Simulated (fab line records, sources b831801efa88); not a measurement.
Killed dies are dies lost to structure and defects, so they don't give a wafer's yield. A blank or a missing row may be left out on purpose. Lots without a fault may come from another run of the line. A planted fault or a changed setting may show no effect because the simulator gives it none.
Which tool did it? | flow sky130 | 10 lots, 30 wafers sampled, at 4 steps of a route of 708

WHAT THE GAUGES READ, wafer by wafer
SKY_VIA1_RS_MEAS_22: measures by four-point-probe.
lot  | measured     | on            | VIA1_W_RS (ohm/sq)
L366 | day 33 15:20 | film_metro-04 | 0.419 0.424 0.421
L367 | day 34 00:28 | film_metro-02 | 0.423 0.419 0.428
L368 | day 35 08:35 | film_metro-01 | 0.426 0.425 0.424
L369 | day 35 11:56 | film_metro-04 | 0.427 0.431 0.432
L373 | day 36 16:53 | film_metro-01 | 0.426 0.408 0.428
L375 | day 36 20:47 | film_metro-04 | 0.404 0.406 0.423
L376 | day 37 01:28 | film_metro-04 | 0.406 0.424 0.411
L383 | day 39 11:10 | film_metro-01 | 0.425 0.427 0.428
L386 | day 40 08:10 | film_metro-04 | 0.428 0.425 0.428
L387 | day 40 14:10 | film_metro-02 | 0.424 0.426 0.424

WHICH TOOL RAN EACH LOT (tool, then ch and the chambers of the sampled wafers, then the start)
lot  | SKY_METAL1_DESCUM_17              | SKY_VIA1_STRIP_16                    | SKY_VIA1_CVD_21
L366 | rie_metal-01 ch 0,1, day 32 10:20 | plasma_asher-03 ch 0,1, day 33 14:34 | cvd_w-01 ch 0,1, day 33 15:14
L367 | rie_metal-01 ch 0,1, day 32 20:35 | plasma_asher-02 ch 0,1, day 33 23:42 | cvd_w-02 ch 0,1, day 34 00:22
L368 | rie_metal-03 ch 0,1, day 34 03:55 | plasma_asher-03 ch 0,1, day 35 07:50 | cvd_w-01 ch 0,1, day 35 08:29
L369 | rie_metal-02 ch 1, day 34 06:42   | plasma_asher-01 ch 0,1, day 35 11:11 | cvd_w-01 ch 0,1, day 35 11:50
L373 | rie_metal-01 ch 0,1, day 35 11:42 | plasma_asher-03 ch 0,1, day 36 16:08 | cvd_w-01 ch 0,1, day 36 16:47
L375 | rie_metal-01 ch 0,1, day 35 16:26 | plasma_asher-03 ch 0,1, day 36 20:02 | cvd_w-01 ch 0,1, day 36 20:41
L376 | rie_metal-03 ch 1, day 35 21:07   | plasma_asher-03 ch 0,1, day 37 00:42 | cvd_w-01 ch 0,1, day 37 01:21
L383 | rie_metal-01 ch 0,1, day 38 07:21 | plasma_asher-03 ch 0,1, day 39 10:20 | cvd_w-01 ch 1, day 39 11:04
L386 | rie_metal-02 ch 0,1, day 39 04:50 | plasma_asher-01 ch 0,1, day 40 07:04 | cvd_w-02 ch 0,1, day 40 08:04
L387 | rie_metal-02 ch 0, day 39 11:25   | plasma_asher-02 ch 0,1, day 40 13:24 | cvd_w-01 ch 0,1, day 40 14:03
- SKY_METAL1_DESCUM_17: chemistry O2, time 8 s.
- SKY_VIA1_STRIP_16: strips in O2/N2.
- SKY_VIA1_CVD_21: deposits W, target thk 270 nm, time 80.902 s.

THE ANSWER, worked out from the rows above alone
Rule: what is usual is taken from the lots themselves. Put in order of their means at a reading, lots are off if they are a third of the lots or fewer, leave a main group of 4 or more, and stand apart from it by a gap of 3 or more times the standard deviation of the main group's means; of several such gaps the widest counts. A main group whose means are all the same, to the digits that the tables above print for the reading, isn't used. A lot without any number at a reading at which 4 lots or more have one is off too. The other lots that the step has rows for count as sound.
No lot is off at any reading shown: from this, nothing can be told.

WHAT THE SIMULATOR HAD PUT IN
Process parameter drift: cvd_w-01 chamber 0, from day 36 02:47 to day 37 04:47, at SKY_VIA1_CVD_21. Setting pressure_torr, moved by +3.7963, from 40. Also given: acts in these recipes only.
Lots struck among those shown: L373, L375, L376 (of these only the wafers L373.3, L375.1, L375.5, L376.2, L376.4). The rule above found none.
